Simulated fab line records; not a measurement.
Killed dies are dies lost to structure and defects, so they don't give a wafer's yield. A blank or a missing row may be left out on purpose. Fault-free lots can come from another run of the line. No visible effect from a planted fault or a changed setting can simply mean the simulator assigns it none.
A lot that was struck, set against a sound lot    flow sky130    14 steps out of a route of 708
Sound: these wafers, L681.4, L681.5, L681.6. Wafers L690.1, L690.2, L690.5 were the ones struck. At the end, the cause is stated.
Per side, at each step with rows, come the tool, then ch with its chambers, and then its first start. Under that, the readings that differ: sound wafers    struck wafers    difference of the means    sigmas: that difference in standard deviations of wafers without a fault.
alike: readings whose means differ by less than 2 such deviations, and words and numbers that are the same on both sides. not compared: withheld readings, readings that some wafer has no value for, bounds like >300 that may hide the same value, and numbers for which the record gives no deviation and whose values overlap.
A row with sigmas, a row that says differs or no value, or rows on one side alone: a step with any of these is where the two part. When numbers do not overlap yet have no deviation, they are printed without sigmas and do not part them. A reading missing from all wafers of one side parts the sides only when that side holds two or more wafers.

first, 1 step without rows for these wafers: SKY_VIA4_DEVELOP_10 (develop time 60 s).
SKY_VIA4_OVL_MEAS_11:
  sound: overlay-01 at day 44 07:09; struck: overlay-01 at day 46 09:16
  alike: VIA4_OVL
SKY_VIA4_ETCH_12: etches SiO2 in C4F8/O2/Ar, stops on TiN, target depth 580 nm.
  sound on rie-diel-04 ch 0,3, day 44 07:10; struck on rie-diel-01 ch 0,1,2, day 46 09:19
  alike: oes-product-au
SKY_VIA4_STRIP_13: strips in O2/N2.
  sound on plasma-asher-04 ch 0,1, day 44 07:17; struck on plasma-asher-01 ch 0,1, day 46 09:23
  alike: drypump-motor-current-A, oes-product-au, strip-time-to-endpoint-s
  not compared: rf-hours-counter-h
then, 3 steps without rows for these wafers: SKY_VIA4_STRIP_14 (strips in post etch residue remover, time 1200 s); SKY_VIA4_CLEAN_15 (cleans in IPA, time 180 s); SKY_VIA4_CLEAN_16 (cleans in O3/DIW).
SKY_VIA4_SPUTTER_17: material TiN, target thk 20 nm, time 80 s.
  sound: pvd-sputter-01 at day 44 07:50; struck: pvd-sputter-02 at day 46 10:01
  alike: cathode-dc-power-W, chamber-pressure-pa, throttle-valve-pct
SKY_VIA4_CVD_18: deposits W, target thk 505 nm, time 152.14 s.
  sound on cvd-w-02 ch 0,1, day 44 07:57; struck on cvd-w-02 ch 0,1, day 46 10:05
  alike: heater-power-w
SKY_VIA4_RS_MEAS_19: a four-point-probe measurement.
  sound: film-metro-03 at day 44 08:07; struck: film-metro-01 at day 46 10:14
reading             sound                 struck                difference  sigmas
VIA4_W_RS (ohm/sq)  0.2288 0.2230 0.2281  0.2323 0.2297 0.2326  +0.0049     +2
SKY_VIA4_THK_MEAS_20: measures by xrf.
  sound: film-metro-03 at day 44 08:12; struck: film-metro-01 at day 46 10:21
  alike: VIA4_W_THK
then, 1 step without rows for these wafers: SKY_VIA4_CMP_21 (polishes, stops on SiO2, t overpolish 25 s, target thk 0 nm).
SKY_METAL5_SPUTTER_00: material Ti, target thk 15 nm, time 10 s.
  sound: pvd-sputter-03 at day 44 08:32; struck: pvd-sputter-03 at day 46 10:43
reading                                    sound                 struck                difference  sigmas
cathode-dc-power-W (W)                     3000.2 2999.6 3000.8  2722.7 2723.7 2723.6  -276.9      -99 or more
model.Ti_of_METAL5_SPUTTER_00.thk-nm (nm)  15.38 15.27 15.53     13.66 13.76 13.8      -1.65       
  alike: chamber-pressure-pa, throttle-valve-pct
SKY_METAL5_SPUTTER_01: material TiN, target thk 20 nm, time 16.7 s.
  sound: pvd-sputter-03 at day 44 08:33; struck: pvd-sputter-03 at day 46 10:44
  alike: cathode-dc-power-W, chamber-pressure-pa, throttle-valve-pct

== WHERE THEY PART ==
At SKY_VIA4_RS_MEAS_19 first; at SKY_METAL5_SPUTTER_00 last (within this record only). Later steps at which nothing parts them and some readings are alike: SKY_METAL5_SPUTTER_01.

WHY: what the simulator had put in
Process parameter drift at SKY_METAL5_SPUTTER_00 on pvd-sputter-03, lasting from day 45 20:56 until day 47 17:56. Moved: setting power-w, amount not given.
